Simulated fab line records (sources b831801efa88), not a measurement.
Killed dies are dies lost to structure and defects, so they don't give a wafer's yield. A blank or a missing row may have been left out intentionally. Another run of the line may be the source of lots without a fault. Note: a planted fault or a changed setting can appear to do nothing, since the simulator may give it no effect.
What tool caused it?    flow sky130    7 lots, 21 wafers sampled, at 3 steps of a route of 708

## WHAT EACH GAUGE READ, for each wafer
SKY_NWELL_TW_MEAS_15.
lot   measured      on             NWELL_TW
L558  day 4 23:34   film metro-02  1818 1820 1817
L560  day 5 08:25   film metro-04  1819 1807 1808
L562  day 5 22:23   film metro-04  1816 1808 1807
L567  day 7 00:49   film metro-03  1824 1820 1827
L570  day 7 17:20   film metro-04  1798 1831 1803
L577  day 9 15:20   film metro-04  30 30 30
L579  day 10 03:34  film metro-02  1815 1819 1808

## EACH LOT AND THE TOOL THAT RAN IT (in order: tool; ch and the chambers of the sampled wafers; start)
lot   SKY_PWDE_STRIP_09                    SKY_NWELL_STRIP_14
L558  plasma asher-04 ch 0,1, day 4 04:58  plasma asher-04 ch 0,1, day 4 23:28
L560  plasma asher-04 ch 0,1, day 4 13:41  plasma asher-03 ch 0,1, day 5 08:19
L562  plasma asher-01 ch 0,1, day 5 02:43  plasma asher-04 ch 0,1, day 5 22:17
L567  plasma asher-01 ch 0,1, day 6 05:29  plasma asher-02 ch 0,1, day 7 00:43
L570  plasma asher-04 ch 0,1, day 6 21:19  plasma asher-02 ch 0,1, day 7 17:14
L577  plasma asher-02 ch 0,1, day 8 17:11  plasma asher-02 ch 0,1, day 9 15:14
L579  plasma asher-02 ch 0,1, day 9 05:01  plasma asher-03 ch 0,1, day 10 03:28
- SKY_PWDE_STRIP_09: strips in O2/N2.
- SKY_NWELL_STRIP_14: strips in O2/N2.

## THE ANSWER, worked out from the rows above alone
Rule: the lots themselves supply what counts as usual. The widest of any qualifying gaps counts: lots, ordered by their means at a reading, are off when they make up no more than a third of the lots, leave a main group of 4 or more, and stand apart from it by 3 or more times the standard deviation of that group's means. A main group whose means are all the same, to the digits that the tables above print for the reading, isn't used. A lot without any number at a reading at which 4 lots or more have one is off too. Any other lot the step has rows for is counted as sound.
Off: at SKY_NWELL_TW_MEAS_15 (NWELL_TW), L577. Mean 1815 and standard deviation 4.8 in the main group.
If a tool, at a process step before that reading, ran all the lots that are off and no sound lot after the first of them, it fits. Gauges at SKY_NWELL_TW_MEAS_15: tried the same way as those tools. This does not decide it: 2 tools fit, namely plasma asher-02 at SKY_NWELL_STRIP_14 and film metro-04 at SKY_NWELL_TW_MEAS_15.

## WHAT THE SIMULATOR HAD PUT IN
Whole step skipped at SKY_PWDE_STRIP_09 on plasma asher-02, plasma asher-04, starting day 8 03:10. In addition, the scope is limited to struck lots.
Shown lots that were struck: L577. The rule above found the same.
